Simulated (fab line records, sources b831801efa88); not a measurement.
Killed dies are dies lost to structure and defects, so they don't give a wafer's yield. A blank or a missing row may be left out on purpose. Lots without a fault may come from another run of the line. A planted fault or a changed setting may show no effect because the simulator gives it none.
fab line records | flow gf180mcu | part 1 of 2: steps 1 to 29 of 40
record lots=5 wafers=15 last_day=34
route steps=602 shown V2@390 M3@409 V3@429
lots that met no fault: from a run of the same line without faults
start_h: hours from the record's first day to the start of the lot's first wafer shown | wait_h: hours since the lot's step before | " the same as in the row above | L1.1+2: a row that stands for several wafers | - no value, or no start given | * or withheld: withheld | < > ~ a bound
route shown NAME@n: a module of which the file shows steps, and the number in the route of the first | usual: mean/standard deviation of fault-free wafers | same: alike in all rows | chamber/n: place in a boat | sites: the reading at each site | _std_site: their standard deviation | _edge_site: outer sites' mean less inner sites' | radius_mm: how far each site lies from the wafer's centre | mask NAME#n: copy n | behind: the tool/chamber that last shaped the wafer | hold: why the lot was held/for how many hours/how that ended | device: the transistor (n, p or np) that didn't switch | end of line: the same wafers' tests at the end of the route | a step without rows: its recipe alone | killed: dies lost to structure and defects at the first sort, not the wafer's yield | map: a wafer's dies, x killed, . not, _ none there
set.NAME: the setting as run; set.NAME@STEP: as run at that earlier step | model.NAME: the simulator's own value behind a step, which no gauge read
lots at some steps of the route; a table a step, a row a wafer
services: from which hour (start_h, from the record's first day; less than 0 if before it) a tool's chamber was out of use, for how many hours, and why
## steps
# step GF_V2_COAT_08
# recipe resist=BARC temp_c=withheld time_s=withheld spin_rpm=withheld resist_thk_nm=withheld
# columns lot.wafer tool chamber start_h wait_h
L074.1+5+6 litho_track-03 0 452.58 0.1
L078.1+3+5 litho_track-03 0 486.93 0.1
L084.2+3+4 litho_track-03 0 538.70 0.1
L086.1+3+4 litho_track-03 0 558.33 0.1
L096.1+5+6 litho_track-03 0 625.08 0.1
# step GF_V2_COAT_09
# recipe resist=KrF spin_rpm=withheld resist_thk_nm=1000
# columns lot.wafer tool chamber start_h wait_h
L074.1+5+6 litho_track-03 0 - -
L078.1+3+5 litho_track-03 0 - -
L084.2+3+4 litho_track-03 0 - -
L086.1+3+4 litho_track-03 0 - -
L096.1+5+6 litho_track-03 0 - -
# step GF_V2_SOFTBAKE_10
# recipe temp_c=130 time_s=60 resist=KrF
# same time_s=60
# columns lot.wafer tool chamber start_h wait_h
L074.1+5+6 litho_track-03 0 - -
L078.1+3+5 litho_track-03 0 - -
L084.2+3+4 litho_track-03 0 - -
L086.1+3+4 litho_track-03 0 - -
L096.1+5+6 litho_track-03 0 - -
# step GF_V2_EXPOSE_11
# recipe mask_id=Via2 target_cd_nm=260 na=0.68 source_shape=conventional sigma_outer=0.6 dose_mj=38
# same sigma_outer=0.6
# columns lot.wafer tool chamber start_h wait_h mask
L074.1+5+6 krf_scanner-01 0 - - Via2#0
L078.1+3+5 krf_scanner-01 0 - - Via2#0
L084.2+3+4 krf_scanner-02 0 - - Via2#0
L086.1+3+4 krf_scanner-02 0 - - Via2#0
L096.1+5+6 krf_scanner-02 0 - - Via2#0
# step GF_V2_PEB_12
# recipe peb_temp_c=135 peb_time_s=90 resist=KrF
# columns lot.wafer tool chamber start_h wait_h
L074.1+5+6 litho_track-02 0 - -
L078.1+3+5 litho_track-01 0 - -
L084.2+3+4 litho_track-03 0 - -
L086.1+3+4 litho_track-02 0 - -
L096.1+5+6 litho_track-01 0 - -
# step GF_V2_DEVELOP_13
# recipe develop_time_s=60 resist=KrF dev_temp_c=21
# columns lot.wafer tool chamber start_h wait_h
L074.1+5+6 litho_track-02 0 464.58 0.2
L078.1+3+5 litho_track-01 0 498.76 0.2
L084.2+3+4 litho_track-03 0 549.50 0.2
L086.1+3+4 litho_track-02 0 569.63 0.2
L096.1+5+6 litho_track-01 0 635.96 0.2
# step GF_V2_CD_MEAS_14
# recipe target_cd_nm=260
# usual cd_nm=260.0/1.1
# columns lot.wafer tool chamber start_h wait_h cd_nm
L074.1 cd_sem-01 - 464.73 0.1 258.6
L074.5 " - " " 258.0
L074.6 " - " " 258.4
L078.1 cd_sem-02 - 498.91 0.1 258.4
L078.3 " - " " 258.2
L078.5 " - " " 258.4
L084.2 cd_sem-02 - 549.65 0.1 260.6
L084.3 " - " " 259.7
L084.4 " - " " 260.5
L086.1 cd_sem-01 - 569.78 0.1 259.0
L086.3 " - " " 258.3
L086.4 " - " " 258.5
L096.1 cd_sem-02 - 636.11 0.1 261.0
L096.5 " - " " 259.5
L096.6 " - " " 260.6
# step GF_V2_OVL_MEAS_15
# usual V2_OVL=2/5.4
# columns lot.wafer tool chamber start_h wait_h V2_OVL[nm]
L074.1 overlay-01 - 464.85 0.1 8
L074.5 " - " " 4
L074.6 " - " " 8
L078.1 overlay-02 - 499.03 0.1 -2
L078.3 " - " " 11
L078.5 " - " " -2
L084.2 overlay-01 - 549.76 0.1 4
L084.3 " - " " -9
L084.4 " - " " -1
L086.1 overlay-02 - 569.90 0.1 3
L086.3 " - " " 4
L086.4 " - " " 5
L096.1 overlay-02 - 636.23 0.1 2
L096.5 " - " " 2
L096.6 " - " " -2
# step GF_V2_ETCH_16
# recipe chemistry=N2/H2 target_depth_a=withheld overetch_a=withheld time_s=withheld target=BARC ion_energy_ev=200 source_w=500 bias_w=100 pressure_mtorr=30 n2_flow_sccm=100 h2_flow_sccm=200
# usual drypump_motor_current_A=5.6/0.47 n2_flow_sccm=100.02/0.28 oes_product_au=0.855/0.0042 throttle_valve_pct=13.223/0.0092
# columns lot.wafer tool chamber start_h wait_h drypump_motor_current_A n2_flow_sccm oes_product_au throttle_valve_pct
L074.1 rie_diel-04 2 464.89 0.0 6.5 100.11 0.857 13.235
L074.5 " 0 " " 6.1 99.83 0.852 13.217
L074.6 " 2 " " 6.5 100.29 0.856 13.222
L078.1 rie_diel-04 3 499.07 0.0 5.9 100.32 0.859 13.231
L078.3 " 1 " " 5.3 99.93 0.854 13.211
L078.5 " 2 " " 6.5 100.32 0.849 13.231
L084.2 rie_diel-04 0 549.79 0.0 6.1 100.63 0.854 13.223
L084.3 " 3 " " 5.9 99.83 0.854 13.219
L084.4 " 1 " " 5.3 99.97 0.853 13.219
L086.1 rie_diel-03 0 569.94 0.0 5.3 99.62 0.854 13.234
L086.3 " 3 " " 5.3 100.06 0.847 13.216
L086.4 " 1 " " 6.3 99.59 0.857 13.229
L096.1 rie_diel-03 3 636.27 0.0 5.3 99.82 0.855 13.241
L096.5 " 2 " " 5.2 100.39 0.853 13.221
L096.6 " 3 " " 5.3 99.54 0.857 13.228
# step GF_V2_ETCH_17
# recipe chemistry=C4F8/O2/Ar mask_material=KrF target=SiO2 stop_on=TiN source_w=1500 bias_w=1200 pressure_mtorr=40 c4f8_flow_sccm=withheld O2_flow_sccm=6 Ar_flow_sccm=300 time_s=withheld target_depth_a=6300
# usual oes_product_au=0.855/0.0047
# columns lot.wafer tool chamber start_h wait_h oes_product_au
L074.1 rie_diel-04 2 - - 0.859
L074.5 " 0 " " 0.862
L074.6 " 2 " " 0.849
L078.1 rie_diel-04 3 - - 0.854
L078.3 " 1 " " 0.858
L078.5 " 2 " " 0.858
L084.2 rie_diel-04 0 - - 0.856
L084.3 " 3 " " 0.851
L084.4 " 1 " " 0.849
L086.1 rie_diel-03 0 - - 0.859
L086.3 " 3 " " 0.860
L086.4 " 1 " " 0.854
L096.1 rie_diel-03 3 - - 0.858
L096.5 " 2 " " 0.855
L096.6 " 3 " " 0.860
# step GF_V2_STRIP_18
# recipe chemistry=O2/N2 power_w=1400 pressure_mtorr=1500 platen_temp_c=250 o2_flow_sccm=3000 n2_flow_sccm=300 overash_fraction=0.5
# usual drypump_motor_current_A=5.6/0.51 heater_power_w=303/16 n2_flow_sccm=300.1/1.1 oes_product_au=0.592/0.0046
# columns lot.wafer tool chamber start_h wait_h drypump_motor_current_A heater_power_w n2_flow_sccm oes_product_au rf_hours_counter_h
L074.1 plasma_asher-03 0 465.08 - 5.6 288 298.6 0.587 42
L074.5 " 1 " " 6.2 307 301.0 0.598 -
L074.6 " 0 " " 5.6 289 299.7 0.589 -
L078.1 plasma_asher-02 0 499.20 - 4.9 287 301.4 0.598 7
L078.3 " 1 " " 6.1 307 298.0 0.590 -
L078.5 " 1 " " 6.1 312 298.0 0.582 -
L084.2 plasma_asher-02 1 549.91 - 6.1 306 300.2 0.589 13
L084.3 " 1 " " 6.1 319 300.0 0.586 -
L084.4 " 0 " " 4.9 288 299.8 0.596 -
L086.1 plasma_asher-03 0 570.07 - 5.7 290 301.6 0.592 54
L086.3 " 1 " " 6.2 308 301.0 0.590 -
L086.4 " 0 " " 5.7 285 299.9 0.590 -
L096.1 plasma_asher-02 1 636.40 - 6.1 319 299.4 0.592 22
L096.5 " 0 " " 4.9 291 301.0 0.597 -
L096.6 " 1 " " 6.1 313 298.8 0.593 -
# step GF_V2_STRIP_19
# recipe chemistry=post_etch_residue_remover time_s=1200 temp_c=72.5
# same time_s=1200
# columns lot.wafer tool chamber start_h wait_h
L074.1+5+6 wet_bench-04 0 465.18 0.1
L078.1+3+5 wet_bench-04 3 499.30 0.1
L084.2+3+4 wet_bench-03 3 550.01 0.1
L086.1+3+4 wet_bench-01 1 570.17 0.1
L096.1+5+6 wet_bench-03 0 636.50 0.1
# step GF_V2_CLEAN_20
# recipe chemistry=DIW dry=n2_spin
# columns lot.wafer tool chamber start_h wait_h
L074.1+5+6 wet_bench-03 2 465.53 0.0
L078.1+3+5 wet_bench-01 0 499.64 0.0
L084.2+3+4 wet_bench-01 2 550.39 0.0
L086.1+3+4 wet_bench-04 0 570.54 0.0
L096.1+5+6 wet_bench-04 0 636.87 0.0
# step GF_V2_SPUTTER_21
# recipe material=Ti target_thk_nm=15 chamber_pressure_pa=5 power_w=2500 substrate_temp_c=200 time_s=80.02
# usual throttle_valve_pct=30.6/0.77
# same time_s=80.02
# columns lot.wafer tool chamber start_h wait_h throttle_valve_pct
L074.1 pvd_sputter-02 - 465.62 0.0 29.7
L074.5 " - " " 31.5
L074.6 " - " " 30.8
L078.1 pvd_sputter-03 - 499.73 0.0 28.4
L078.3 " - " " 30.9
L078.5 " - " " 30.0
L084.2 pvd_sputter-03 - 550.48 0.0 28.7
L084.3 " - " " 30.4
L084.4 " - " " 31.0
L086.1 pvd_sputter-03 - 570.63 0.0 30.8
L086.3 " - " " 31.5
L086.4 " - " " 28.5
L096.1 pvd_sputter-04 - 636.97 0.0 30.3
L096.5 " - " " 31.0
L096.6 " - " " 30.1
# step GF_V2_SPUTTER_22
# recipe material=TiN target_thk_nm=10 chamber_pressure_pa=5 power_w=4000 time_s=40
# usual throttle_valve_pct=30.6/0.76
# same time_s=40
# columns lot.wafer tool chamber start_h wait_h throttle_valve_pct
L074.1 pvd_sputter-02 - 465.68 0.0 29.8
L074.5 " - " " 31.6
L074.6 " - " " 30.5
L078.1 pvd_sputter-03 - 499.79 0.0 29.0
L078.3 " - " " 30.9
L078.5 " - " " 30.5
L084.2 pvd_sputter-03 - 550.54 0.0 28.5
L084.3 " - " " 30.3
L084.4 " - " " 30.9
L086.1 pvd_sputter-03 - 570.69 0.0 30.9
L086.3 " - " " 31.4
L086.4 " - " " 28.8
L096.1 pvd_sputter-04 - 637.03 0.0 30.3
L096.5 " - " " 30.7
L096.6 " - " " 30.1
# step GF_V2_CVD_23
# recipe material=W target_thk_nm=350 time_s=104.94 temp_c=400 pressure_torr=40
# usual heater_power_w=827/19
# same time_s=104.94
# columns lot.wafer tool chamber start_h wait_h heater_power_w since_wet_clean_h
L074.1 cvd_w-01 1 465.72 0.0 839 62
L074.5 " 1 " " 852 -
L074.6 " 0 " " 819 -
L078.1 cvd_w-02 1 499.83 0.0 830 596
L078.3 " 1 " " 818 -
L078.5 " 0 " " 824 -
L084.2 cvd_w-02 1 550.58 0.0 821 647
L084.3 " 1 " " 827 -
L084.4 " 0 " " 816 -
L086.1 cvd_w-02 0 570.73 0.0 839 667
L086.3 " 0 " " 809 -
L086.4 " 0 " " 810 -
L096.1 cvd_w-01 1 637.07 0.0 867 233
L096.5 " 1 " " 844 -
L096.6 " 0 " " 831 -
# step GF_V2_RS_MEAS_24
# recipe thk_meas_gauge=four-point-probe reads=W_of_V2_CVD_23+TiN_of_V2_SPUTTER_22+Ti_of_V2_SPUTTER_21
# usual V2_W_RS=0.328/0.0036
# columns lot.wafer tool chamber start_h wait_h V2_W_RS[ohm/sq]
L074.1 film_metro-04 - 465.83 0.1 0.327
L074.5 " - " " 0.325
L074.6 " - " " 0.331
L078.1 film_metro-01 - 499.95 0.1 0.323
L078.3 " - " " 0.326
L078.5 " - " " 0.322
L084.2 film_metro-04 - 550.71 0.1 0.332
L084.3 " - " " 0.330
L084.4 " - " " 0.331
L086.1 film_metro-01 - 570.96 0.2 0.330
L086.3 " - " " 0.326
L086.4 " - " " 0.327
L096.1 film_metro-02 - 637.18 0.1 0.324
L096.5 " - " " 0.323
L096.6 " - " " 0.327
# step GF_V2_THK_MEAS_25
# recipe thk_meas_gauge=xrf reads=W_of_V2_CVD_23
# usual V2_W_THK=360/5.8
# columns lot.wafer tool chamber start_h wait_h V2_W_THK[nm]
L074.1 film_metro-04 - 465.95 0.1 366
L074.5 " - " " 366
L074.6 " - " " 360
L078.1 film_metro-01 - 500.07 0.1 365
L078.3 " - " " 359
L078.5 " - " " 366
L084.2 film_metro-04 - 550.82 0.1 358
L084.3 " - " " 365
L084.4 " - " " 360
L086.1 film_metro-01 - 571.08 0.1 354
L086.3 " - " " 359
L086.4 " - " " 356
L096.1 film_metro-02 - 637.30 0.1 360
L096.5 " - " " 361
L096.6 " - " " 360
# step GF_V2_CMP_26
# recipe stop_on=SiO2 down_force_psi=3.5 platen_rpm=60 t_overpolish_s=15 target_thk_nm=0 pad_velocity_m_s=0.94248
# usual head_pressure_psi=3.499/0.0068 motor_current_A=11.2/0.6 overpolish_run_s=15.001/0.0093 time_to_endpoint_s=84/3.1
# columns lot.wafer tool chamber start_h wait_h head_pressure_psi motor_current_A overpolish_run_s time_to_endpoint_s
L074.1 cmp-01 1 466.01 0.1 3.502 11.0 15.002 84
L074.5 " 1 " " 3.493 11.3 14.999 84
L074.6 " 2 " " 3.502 10.8 15.004 87
L078.1 cmp-01 1 500.13 0.1 3.506 11.0 15.000 82
L078.3 " 0 " " 3.499 11.0 14.991 81
L078.5 " 2 " " 3.501 11.6 15.005 84
L084.2 cmp-01 3 550.87 0.0 3.498 11.5 14.996 83
L084.3 " 0 " " 3.506 11.1 15.005 84
L084.4 " 1 " " 3.507 11.4 14.992 77
L086.4 cmp-01 0 571.14 0.0 3.493 11.6 14.994 86
L086.3 " 2 " " 3.496 11.9 14.994 83
L086.1 " 3 " " 3.501 11.6 14.998 86
L096.1 cmp-02 1 637.46 0.1 3.496 9.3 15.001 85
L096.6 " 3 " " 3.503 11.9 14.998 84
L096.5 " 0 " " 3.504 10.2 15.015 87
# step GF_M3_SPUTTER_00
# recipe material=Ti target_thk_nm=37.5 arriving_ion_energy_ev=80 substrate_temp_c=200 chamber_pressure_pa=2 power_w=4000 time_s=150
# usual throttle_valve_pct=30.2/1
# same time_s=150
# columns lot.wafer tool chamber start_h wait_h throttle_valve_pct
L074.1 pvd_sputter-04 - 466.31 0.2 29.8
L074.5 " - " " 29.9
L074.6 " - " " 30.8
L078.1 pvd_sputter-01 - 500.43 0.2 30.6
L078.3 " - " " 29.8
L078.5 " - " " 29.7
L084.2 pvd_sputter-04 - 551.17 0.2 31.7
L084.3 " - " " 30.9
L084.4 " - " " 30.9
L086.1 pvd_sputter-01 - 571.44 0.1 28.2
L086.3 " - " " 30.5
L086.4 " - " " 30.6
L096.1 pvd_sputter-04 - 637.66 0.1 30.9
L096.5 " - " " 30.6
L096.6 " - " " 31.7
# step GF_M3_SPUTTER_01
# recipe material=TiN target_thk_nm=30 power_w=6500 time_s=25 chamber_pressure_pa=0.4
# usual throttle_valve_pct=30.2/1
# same time_s=25
# columns lot.wafer tool chamber start_h wait_h throttle_valve_pct
L074.1 pvd_sputter-04 - 466.41 0.1 30.1
L074.5 " - " " 30.1
L074.6 " - " " 30.8
L078.1 pvd_sputter-01 - 500.53 0.1 30.7
L078.3 " - " " 29.6
L078.5 " - " " 29.6
L084.2 pvd_sputter-04 - 551.27 0.1 31.6
L084.3 " - " " 30.9
L084.4 " - " " 30.9
L086.1 pvd_sputter-01 - 571.54 0.1 28.0
L086.3 " - " " 30.5
L086.4 " - " " 30.9
L096.1 pvd_sputter-04 - 637.76 0.1 30.6
L096.5 " - " " 30.6
L096.6 " - " " 31.6
# step GF_M3_SPUTTER_02
# recipe material=AlCu target_thk_nm=450 power_w=10600 time_s=23.9 chamber_pressure_pa=0.4
# usual throttle_valve_pct=30.2/1
# same time_s=23.9
# columns lot.wafer tool chamber start_h wait_h throttle_valve_pct
L074.1 pvd_sputter-04 - 466.44 0.0 30.0
L074.5 " - " " 30.3
L074.6 " - " " 30.5
L078.1 pvd_sputter-01 - 500.56 0.0 30.4
L078.3 " - " " 29.6
L078.5 " - " " 29.7
L084.2 pvd_sputter-04 - 551.30 0.0 31.5
L084.3 " - " " 31.1
L084.4 " - " " 31.0
L086.1 pvd_sputter-01 - 571.57 0.0 28.1
L086.3 " - " " 30.3
L086.4 " - " " 30.4
L096.1 pvd_sputter-04 - 637.79 0.0 30.8
L096.5 " - " " 30.6
L096.6 " - " " 31.8
# step GF_M3_SPUTTER_03
# recipe material=Ti target_thk_nm=10 substrate_temp_c=300 chamber_pressure_pa=0.3 power_w=3000 time_s=6.7
# usual throttle_valve_pct=30.2/1
# same time_s=6.7
# columns lot.wafer tool chamber start_h wait_h throttle_valve_pct
L074.1 pvd_sputter-04 - 466.47 0.0 30.1
L074.5 " - " " 30.1
L074.6 " - " " 30.6
L078.1 pvd_sputter-01 - 500.59 0.0 30.3
L078.3 " - " " 29.7
L078.5 " - " " 29.9
L084.2 pvd_sputter-04 - 551.33 0.0 31.8
L084.3 " - " " 31.3
L084.4 " - " " 31.2
L086.1 pvd_sputter-01 - 571.60 0.0 28.0
L086.3 " - " " 30.8
L086.4 " - " " 30.4
L096.1 pvd_sputter-04 - 637.82 0.0 30.5
L096.5 " - " " 30.7
L096.6 " - " " 31.8
# step GF_M3_SPUTTER_04
# recipe material=TiN target_thk_nm=50 power_w=6500 time_s=41.7 chamber_pressure_pa=0.4
# usual throttle_valve_pct=30.2/1
# same time_s=41.7
# columns lot.wafer tool chamber start_h wait_h throttle_valve_pct
L074.1 pvd_sputter-04 - 466.49 0.0 30.0
L074.5 " - " " 30.3
L074.6 " - " " 30.8
L078.1 pvd_sputter-01 - 500.61 0.0 30.2
L078.3 " - " " 29.6
L078.5 " - " " 29.8
L084.2 pvd_sputter-04 - 551.35 0.0 31.9
L084.3 " - " " 31.0
L084.4 " - " " 31.2
L086.1 pvd_sputter-01 - 571.62 0.0 28.0
L086.3 " - " " 30.7
L086.4 " - " " 30.8
L096.1 pvd_sputter-04 - 637.84 0.0 30.7
L096.5 " - " " 30.6
L096.6 " - " " 31.7
# step GF_M3_RS_MEAS_05
# recipe thk_meas_gauge=four-point-probe reads=TiN_of_M3_SPUTTER_04+Ti_of_M3_SPUTTER_03+AlCu_of_M3_SPUTTER_02+TiN_of_M3_SPUTTER_01+Ti_of_M3_SPUTTER_00
# usual M3_ALCU_RS=0.0698/0.00071
# columns lot.wafer tool chamber start_h wait_h M3_ALCU_RS[ohm/sq]
L074.1 film_metro-04 - 466.53 0.0 0.0697
L074.5 " - " " 0.0697
L074.6 " - " " 0.0696
L078.1 film_metro-03 - 500.65 0.0 0.0707
L078.3 " - " " 0.0696
L078.5 " - " " 0.0704
L084.2 film_metro-01 - 551.41 0.0 0.0709
L084.3 " - " " 0.0707
L084.4 " - " " 0.0714
L086.1 film_metro-01 - 571.66 0.0 0.0700
L086.3 " - " " 0.0698
L086.4 " - " " 0.0700
L096.1 film_metro-04 - 637.88 0.0 0.0695
L096.5 " - " " 0.0700
L096.6 " - " " 0.0695
# step GF_M3_THK_MEAS_06
# recipe thk_meas_gauge=xrf reads=AlCu_of_M3_SPUTTER_02
# usual M3_ALCU_THK=453/5.2
# columns lot.wafer tool chamber start_h wait_h M3_ALCU_THK[nm]
L074.1 film_metro-04 - 466.65 0.1 457
L074.5 " - " " 458
L074.6 " - " " 457
L078.1 film_metro-03 - 500.77 0.1 444
L078.3 " - " " 449
L078.5 " - " " 447
L084.2 film_metro-01 - 551.52 0.1 450
L084.3 " - " " 450
L084.4 " - " " 447
L086.1 film_metro-01 - 571.78 0.1 454
L086.3 " - " " 459
L086.4 " - " " 454
L096.1 film_metro-04 - 638.00 0.1 460
L096.5 " - " " 455
L096.6 " - " " 460
# step GF_M3_DEHYDRATE_07
# recipe temp_c=200 time_s=60
# same time_s=60
# columns lot.wafer tool chamber start_h wait_h
L074.1+5+6 litho_track-01 0 477.62 11.0
L078.1+3+5 litho_track-02 0 511.23 10.5
L084.2+3+4 litho_track-01 0 563.64 12.1
L086.1+3+4 litho_track-02 0 581.93 10.1
L096.1+5+6 litho_track-02 0 647.13 9.1
# step GF_M3_HMDS_08
# recipe prime_time_s=60 prime_temp_c=120
# usual prime_temp_c=119.96/0.13
# same prime_time_s=60
# columns lot.wafer tool chamber start_h wait_h prime_temp_c
L074.1 litho_track-01 0 477.77 0.1 119.80
L074.5 " 0 " " 120.07
L074.6 " 0 " " 119.92
L078.1 litho_track-02 0 511.38 0.1 120.07
L078.3 " 0 " " 120.07
L078.5 " 0 " " 120.16
L084.2 litho_track-01 0 563.79 0.1 119.89
L084.3 " 0 " " 120.13
L084.4 " 0 " " 120.09
L086.1 litho_track-02 0 582.08 0.1 120.15
L086.3 " 0 " " 120.07
L086.4 " 0 " " 120.03
L096.1 litho_track-02 0 647.28 0.1 119.89
L096.5 " 0 " " 119.81
L096.6 " 0 " " 119.93
# step GF_M3_COAT_09
# recipe resist=KrF spin_rpm=withheld resist_thk_nm=1000
# columns lot.wafer tool chamber start_h wait_h
L074.1+5+6 litho_track-01 0 477.92 0.1
L078.1+3+5 litho_track-02 0 511.53 0.1
L084.2+3+4 litho_track-01 0 563.94 0.1
L086.1+3+4 litho_track-02 0 582.23 0.1
L096.1+5+6 litho_track-02 0 647.43 0.1
